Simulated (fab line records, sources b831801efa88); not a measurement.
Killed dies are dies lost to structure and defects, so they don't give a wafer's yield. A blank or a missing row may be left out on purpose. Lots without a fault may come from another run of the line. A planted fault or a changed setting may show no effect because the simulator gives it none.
Which tool did it? | flow sky130 | 13 lots, 39 wafers sampled, at 5 steps of a route of 708

WHAT THE GAUGES READ, wafer by wafer
SKY_PWDE_OVL_MEAS_07. Usual: PWDE_OVL 0.6 nm, standard deviation 1.4.
lot  | measured    | on         | PWDE_OVL (nm)  | flag
L235 | day 4 00:58 | overlay-01 | 1.6 0.5 1.9    |
L237 | day 4 14:14 | overlay-01 | 2.0 2.2 -0.4   |
L240 | day 5 11:46 | overlay-01 | -2.4 -1.7 -1.9 |
L242 | day 5 17:28 | overlay-02 | 3.7 2.6 3.3    |
L243 | day 5 23:14 | overlay-01 | 2.5 0.5 0.9    |
L245 | day 6 08:25 | overlay-01 | -0.2 0.6 0.6   |
L250 | day 7 16:16 | overlay-02 | 1.0 0.0 -0.6   |
L251 | day 7 19:35 | overlay-01 | -0.5 0.0 1.4   |
L252 | day 7 23:08 | overlay-01 | 0.5 -0.6 1.2   |
L253 | day 8 07:55 | overlay-01 | 0.7 1.1 0.5    |
L254 | day 8 13:34 | overlay-02 | 2.2 1.8 1.4    |
L255 | day 8 17:17 | overlay-01 | 0.6 -0.6 0.1   |
L256 | day 9 02:23 | overlay-01 | 3.6 3.0 2.4    |

SKY_VT_ADJUST_LVTN_TW_MEAS_10. Usual: VT_ADJUST_LVTN_TW 240.8, standard deviation 1.7.
lot  | measured     | on            | VT_ADJUST_LVTN_TW | flag
L235 | day 7 04:14  | film_metro-01 | 242.0 239.6 241.0 |
L237 | day 7 19:01  | film_metro-02 | 241.4 241.7 241.9 |
L240 | day 8 19:49  | film_metro-02 | 242.7 241.2 242.6 |
L242 | day 9 04:18  | film_metro-04 | 237.5 237.6 238.5 |
L243 | day 9 09:29  | film_metro-02 | 243.1 243.2 242.7 |
L245 | day 9 20:49  | film_metro-01 | 240.2 238.6 239.1 |
L250 | day 11 07:53 | film_metro-02 | 241.2 241.3 241.8 |
L251 | day 11 11:52 | film_metro-01 | 242.6 243.1 241.4 |
L252 | day 11 16:10 | film_metro-04 | 238.4 238.4 238.3 |
L253 | day 12 03:01 | film_metro-02 | 241.5 240.6 242.0 |
L254 | day 12 07:31 | film_metro-02 | 241.6 240.9 241.5 |
L255 | day 12 13:17 | film_metro-04 | 238.3 238.8 239.2 |
L256 | day 12 22:04 | film_metro-01 | 242.3 242.8 240.7 |

SKY_SONOS_TUNNEL_CD_MEAS_07: target cd 410 nm. Usual: cd_nm 409.9 nm, standard deviation 2.
lot  | measured     | on        | cd_nm (nm)        | flag
L235 | day 11 15:01 | cd_sem-02 | 411.9 409.7 410.8 |
L237 | day 12 08:27 | cd_sem-02 | 411.2 410.8 410.0 |
L240 | day 13 15:42 | cd_sem-02 | 408.8 410.7 409.4 |
L242 | day 14 01:13 | cd_sem-01 | 409.3 408.5 409.0 |
L243 | day 14 08:58 | cd_sem-02 | 410.2 407.2 407.4 |
L245 | day 14 22:19 | cd_sem-02 | 410.0 408.8 410.0 |
L250 | day 16 17:00 | cd_sem-01 | 408.4 411.4 410.3 |
L251 | day 16 20:42 | cd_sem-02 | 407.0 407.9 409.8 |
L252 | day 17 04:05 | cd_sem-02 | 410.1 409.4 411.4 |
L253 | day 17 15:22 | cd_sem-01 | 411.9 412.8 411.9 |
L254 | day 17 22:06 | cd_sem-02 | 412.0 411.9 409.8 |
L255 | day 18 04:44 | cd_sem-02 | 408.4 409.8 409.8 |
L256 | day 18 15:32 | cd_sem-01 | 406.1 406.6 406.2 |

SKY_GATE_OXIDE_TW_MEAS_14. Usual: GATE_OXIDE_TW 223.0, standard deviation 1.5.
lot  | measured     | on            | GATE_OXIDE_TW     | flag
L235 | day 14 02:54 | film_metro-02 | 224.9 224.5 224.5 |
L237 | day 14 20:06 | film_metro-02 | 224.4 223.8 224.0 |
L240 | day 16 05:35 | film_metro-02 | 223.5 225.4 224.6 |
L242 | day 16 17:04 | film_metro-04 | 221.4 221.9 220.5 |
L243 | day 17 01:01 | film_metro-02 | 228.6 228.9 228.9 | OFF
L245 | day 17 15:54 | film_metro-02 | 229.9 229.5 230.0 | OFF
L250 | day 19 14:02 | film_metro-04 | 220.8 219.7 220.5 |
L251 | day 19 16:50 | film_metro-04 | 223.1 221.1 221.4 |
L252 | day 19 23:49 | film_metro-04 | 220.5 221.0 220.3 |
L253 | day 20 13:03 | film_metro-04 | 222.6 221.9 222.0 |
L254 | day 20 21:02 | film_metro-04 | 222.8 221.4 222.6 |
L255 | day 21 04:13 | film_metro-03 | 222.9 224.5 223.5 |
L256 | day 21 11:54 | film_metro-02 | 224.3 224.3 223.7 |

WHICH TOOL RAN EACH LOT (tool, then ch and the chambers of the sampled wafers, then the start)
lot  | SKY_GATE_OXIDE_IMPLANT_11
L235 | implanter-01 ch 0, day 14 02:34
L237 | implanter-03 ch 0, day 14 19:44
L240 | implanter-02 ch 0, day 16 05:14
L242 | implanter-01 ch 0, day 16 16:43
L243 | implanter-01 ch 0, day 17 00:40
L245 | implanter-01 ch 0, day 17 15:32
L250 | implanter-03 ch 0, day 19 13:43
L251 | implanter-03 ch 0, day 19 16:29
L252 | implanter-01 ch 0, day 19 23:29
L253 | implanter-03 ch 0, day 20 12:41
L254 | implanter-02 ch 0, day 20 20:41
L255 | implanter-01 ch 0, day 21 03:53
L256 | implanter-03 ch 0, day 21 11:32
- SKY_GATE_OXIDE_IMPLANT_11

WHAT THE TOOLS THEMSELVES READ (means of the sampled wafers that have a number; where no wafer has one, the mark that the record gives instead)
SKY_GATE_OXIDE_IMPLANT_11. Usual: dose_ions_cm2 2.5991e+12, standard deviation 2.9e+09; faraday_current_uA 14.67, standard deviation 0.29.
lot  | tool         | dose_ions_cm2 | faraday_current_uA | flag
L235 | implanter-01 | 2.6016e+12    | 14.61              |
L237 | implanter-03 | 2.5986e+12    | 14.54              |
L240 | implanter-02 | 2.5999e+12    | 14.82              |
L242 | implanter-01 | 2.5964e+12    | 14.82              |
L243 | implanter-01 | 2.8293e+12    | 16.29              | OFF
L245 | implanter-01 | 2.8299e+12    | 15.98              | OFF
L250 | implanter-03 | 2.5996e+12    | 15.00              |
L251 | implanter-03 | 2.6024e+12    | 14.56              |
L252 | implanter-01 | 2.5974e+12    | 14.50              |
L253 | implanter-03 | 2.5976e+12    | 14.98              |
L254 | implanter-02 | 2.5967e+12    | 14.78              |
L255 | implanter-01 | 2.6012e+12    | 14.94              |
L256 | implanter-03 | 2.5941e+12    | 14.56              |

THE ANSWER, worked out from the rows above alone
Rule: a lot is off if the mean of its wafers that have a number lies more than 3 standard deviations from the usual mean. A lot without any number at a reading at which 4 lots or more have one is off too. The other lots that the step has rows for count as sound. The gauges are gone through in route order, then the tools' own readings, and for those a lot's mean is taken as printed above. The first step at which some lot is off is used, and at that step the reading that is off furthest; a lot without a number counts as furthest.
Off: L243, L245, at SKY_GATE_OXIDE_TW_MEAS_14 (GATE_OXIDE_TW).
A tool fits if, at a process step before that reading, it ran every lot that is off, and no sound lot after the first of them. The gauges at SKY_GATE_OXIDE_TW_MEAS_14 aren't tried: what is off there is off at SKY_GATE_OXIDE_IMPLANT_11 too, on other tools, and a gauge's error can't cause that. None of those tried fits.

WHAT THE SIMULATOR HAD PUT IN
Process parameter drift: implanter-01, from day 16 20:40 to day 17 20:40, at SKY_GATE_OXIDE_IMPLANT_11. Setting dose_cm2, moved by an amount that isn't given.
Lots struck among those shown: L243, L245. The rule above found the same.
